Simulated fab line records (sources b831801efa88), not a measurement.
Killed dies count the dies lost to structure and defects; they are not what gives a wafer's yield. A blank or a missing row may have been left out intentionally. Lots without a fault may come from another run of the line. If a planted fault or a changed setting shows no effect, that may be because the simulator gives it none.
A struck lot beside a sound one    flow sky130    43 out of 708 route steps
Sound: the wafers L613.1, L613.4, L613.5. Struck: wafer L624.3 (L624.1, L624.6, from the same lot, were not struck and are left out); the cause is given at the end.
Order at every step that has rows: each side's tool, ch and its chambers, its first start. Under that, the readings that differ: sound wafers    struck wafers    difference of the means    sigmas: that difference in standard deviations of wafers without a fault.
alike: readings with means less than 2 such deviations apart, plus words and numbers identical on both sides. not compared: withheld readings, readings lacking a value on some wafer, bounds such as >300 that could conceal the same value, and numbers that have no deviation in the record and whose values overlap.
A row with sigmas, a row that says differs or no value, or rows on one side alone: a step with any of these is where the two part. Numbers that don't overlap but have no deviation are shown without sigmas and don't part them. Lack of a reading on every wafer of one side parts them only where that side has two or more wafers.

SKY_LI_CONTACT_BOW_MEAS_03:
  sound: film-metro-04 at day 30 14:31; struck: film-metro-01 at day 34 06:05
  alike: LI_CONTACT_BOW
then, 8 steps without rows for these wafers: SKY_LI_CONTACT_DEHYDRATE_04 (time 60 s); SKY_LI_CONTACT_HMDS_05 (prime time 60 s); SKY_LI_CONTACT_COAT_06 (resist thk 60 nm); SKY_LI_CONTACT_COAT_07 (resist thk 450 nm); SKY_LI_CONTACT_SOFTBAKE_08 (time 90 s); SKY_LI_CONTACT_EXPOSE_09 (exposes mask LICM1, target cd 170 nm); SKY_LI_CONTACT_PEB_10; SKY_LI_CONTACT_DEVELOP_11 (develop time 60 s).
SKY_LI_CONTACT_CD_MEAS_12: target cd 170 nm.
  sound: cd-sem-01 at day 31 18:04; struck: cd-sem-01 at day 35 08:29
  alike: cd-nm
SKY_LI_CONTACT_OVL_MEAS_13:
  sound: overlay-02 at day 31 18:11; struck: overlay-02 at day 35 08:37
  alike: LI_CONTACT_OVL
SKY_LI_CONTACT_ETCH_14: etches BARC in N2/H2, stops on SiO2, time 45.9 s, target depth 60 nm.
  sound on rie-diel-04 ch 0,2,3, day 31 18:13; struck on rie-diel-04 ch 0, day 35 08:39
  alike: bias-w, drypump-motor-current-A, oes-product-au, throttle-valve-pct
  not compared: rf-hours-counter-h
SKY_LI_CONTACT_ETCH_15: etches PSG in C4F8/O2/Ar, stops on Si, target depth 600 nm.
  sound on rie-diel-04 ch 0,2,3, day 31 18:16; struck on rie-diel-04 ch 0, day 35 08:41
  alike: bias-w, oes-product-au
then, 4 steps without rows for these wafers: SKY_LI_CONTACT_STRIP_16 (strips in O2/N2); SKY_LI_CONTACT_CLEAN_17 (cleans in NMP, time 600 s); SKY_LI_CONTACT_PRE_CLEAN_18 (time 5.6 s); SKY_LI_CONTACT_SPUTTER_19 (material Ti, target thk 20 nm, time 106.37 s).
SKY_LI_CONTACT_SPUTTER_20: material TiN, target thk 20 nm, time 80 s.
  sound: pvd-sputter-01 at day 31 18:55; struck: pvd-sputter-01 at day 35 09:09
  alike: throttle-valve-pct
then, 1 step without rows for these wafers: SKY_LI_CONTACT_CVD_21 (deposits W, target thk 400 nm, time 120.56 s).
SKY_LI_CONTACT_RS_MEAS_22: measures by four-point-probe.
  sound: film-metro-03 at day 31 19:06; struck: film-metro-01 at day 35 09:20
  alike: LI_CONTACT_W_RS
SKY_LI_CONTACT_THK_MEAS_23: measures by xrf.
  sound: film-metro-03 at day 31 19:13; struck: film-metro-01 at day 35 09:28
reading                sound        struck  difference  sigmas
LI_CONTACT_W_THK (nm)  388 387 383  372     -14         -3
then, 2 steps without rows for these wafers: SKY_LI_CONTACT_CMP_24 (polishes, stops on PSG, t overpolish 20 s, target thk 0 nm); SKY_LOCAL_INTERCONNECT_SPUTTER_00 (material TiN, target thk 100 nm, time 83.3 s).
SKY_LOCAL_INTERCONNECT_RS_MEAS_01: measures by four-point-probe.
  sound: film-metro-01 at day 31 19:48; struck: film-metro-03 at day 35 09:53
  alike: LOCAL_INTERCONNECT_TIN_RS
SKY_LOCAL_INTERCONNECT_THK_MEAS_02: measures by xrf.
  sound: film-metro-01 at day 31 19:55; struck: film-metro-03 at day 35 10:01
  alike: LOCAL_INTERCONNECT_TIN_THK
then, 8 steps without rows for these wafers: SKY_LOCAL_INTERCONNECT_DEHYDRATE_03 (time 60 s); SKY_LOCAL_INTERCONNECT_HMDS_04 (prime time 60 s); SKY_LOCAL_INTERCONNECT_COAT_05 (resist thk 60 nm); SKY_LOCAL_INTERCONNECT_COAT_06 (resist thk 450 nm); SKY_LOCAL_INTERCONNECT_SOFTBAKE_07 (time 90 s); SKY_LOCAL_INTERCONNECT_EXPOSE_08 (exposes mask LI1M, target cd 170 nm); SKY_LOCAL_INTERCONNECT_PEB_09; SKY_LOCAL_INTERCONNECT_DEVELOP_10 (develop time 60 s).
SKY_LOCAL_INTERCONNECT_CD_MEAS_11: target cd 170 nm.
  sound: cd-sem-01 at day 32 22:32; struck: cd-sem-02 at day 36 12:19
  alike: cd-nm
SKY_LOCAL_INTERCONNECT_OVL_MEAS_12:
  sound: overlay-02 at day 32 22:40; struck: overlay-01 at day 36 12:26
reading                      sound   struck  difference  sigmas
LOCAL_INTERCONNECT_OVL (nm)  12 3 5  -3      -10         -2
SKY_LOCAL_INTERCONNECT_ETCH_13: etches BARC in N2/H2, stops on SiO2, time 45.9 s, target depth 60 nm.
  sound on rie-metal-02 ch 0,1, day 32 22:42; struck on rie-metal-01 ch 0, day 36 12:29
reading                 sound                 struck  difference  sigmas
throttle-valve-pct (%)  13.226 13.227 13.234  13.212  -0.017      -2
  alike: bias-w, drypump-motor-current-A, oes-product-au
  not compared: rf-hours-counter-h
SKY_LOCAL_INTERCONNECT_METAL_ETCH_14: etches TiN in Cl2/BCl3, stops on PSG, target depth 110 nm, time 32.43 s.
  sound on rie-metal-02 ch 0,1, day 32 22:46; struck on rie-metal-01 ch 0, day 36 12:32
  alike: drypump-motor-current-A, oes-product-au, throttle-valve-pct
  not compared: rf-hours-counter-h
SKY_LOCAL_INTERCONNECT_STRIP_15: strips in O2/N2.
  sound on plasma-asher-03 ch 1, day 32 22:49; struck on plasma-asher-02 ch 0, day 36 12:35
reading                       sound              struck  difference  sigmas
drypump-motor-current-A (A)   5.13 5.16 5.13     5.65    +0.51       +2
strip-time-to-endpoint-s (s)  4.732 4.725 4.746  4.687   -0.047      -3
  alike: oes-product-au
  not compared: rf-hours-counter-h
then, 4 steps without rows for these wafers: SKY_LOCAL_INTERCONNECT_STRIP_16 (strips in post etch residue remover, time 1200 s); SKY_LOCAL_INTERCONNECT_CLEAN_17 (cleans in IPA, time 180 s); SKY_LOCAL_INTERCONNECT_CLEAN_18 (cleans in O3/DIW); SKY_CONTACT_CVD_00 (deposits Si3N4, target thk 75 nm).
-- the record jumps here: 14 days lie between the struck wafers' starts before and after (it left off in module CONTACT and takes up again in module PAD_OPEN, whose first step shown is number 708 of the route) --
SKY_PAD_OPEN_PROBE_99:
  rows exist in the record for the struck wafers here (prober-02, day 50 04:47), but not for the sound ones

## WHERE THEY PART
Last at SKY_PAD_OPEN_PROBE_99 as far as this record goes, first at SKY_LI_CONTACT_THK_MEAS_23.

WHY: what had been put in by the simulator
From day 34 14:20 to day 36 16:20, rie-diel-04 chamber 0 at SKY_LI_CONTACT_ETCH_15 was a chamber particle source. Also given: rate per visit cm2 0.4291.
